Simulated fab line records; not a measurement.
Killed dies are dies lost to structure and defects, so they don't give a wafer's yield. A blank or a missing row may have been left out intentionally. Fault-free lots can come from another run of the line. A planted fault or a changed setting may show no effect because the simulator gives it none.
Chamber matching :: flow gf180mcu :: cmp-01 running GF_V1_CMP_04: 4 sister chambers
The step polishes SiO2. 4 wafers are shown with their chamber, then 7 later ones without.

WAFERS WITH THEIR CHAMBER
wafer: L681.3
chamber: 3
motor current A (A): 12.1

wafer: L685.1
chamber: 0
motor current A (A): 10.6

wafer: L691.3
chamber: 2
motor current A (A): 13.8

wafer: L691.4
chamber: 1
motor current A (A): 10.1

WAFERS WITH NO CHAMBER GIVEN
wafer: L691.6
motor current A (A): 11.9

wafer: L692.2
motor current A (A): 12.2

wafer: L692.5
motor current A (A): 11.9

wafer: L692.6
motor current A (A): 10.8

wafer: L695.3
motor current A (A): 9.8

wafer: L695.4
motor current A (A): 13.8

wafer: L695.6
motor current A (A): 11.8

CHAMBER TAKEN BY EACH
wafer: L691.6
from the rows above: 3
in truth: 3

wafer: L692.2
from the rows above: 3
in truth: 3

wafer: L692.5
from the rows above: 3
in truth: 3

wafer: L692.6
from the rows above: 0
in truth: 0

wafer: L695.3
from the rows above: 1
in truth: 1

wafer: L695.4
from the rows above: 2
in truth: 2

wafer: L695.6
from the rows above: 3
in truth: 3
7 of 7 placed correctly. Number that these rows cannot place: 0. Placed wrongly: 0.
How it was worked out, from the rows above alone: a wafer's distance from a chamber is the root of the sum, over the readings, of the square of ((its reading less the chamber's mean) divided by the reading's scatter). The wafer belongs to the nearest chamber; if the next one is less than 2 further off, it can't be placed. The mean given for a chamber averages the wafers shown for that chamber. The scatter (one wafer shown for each chamber): square how far every hidden wafer sits from the nearest shown wafer, average those squares and take the square root.
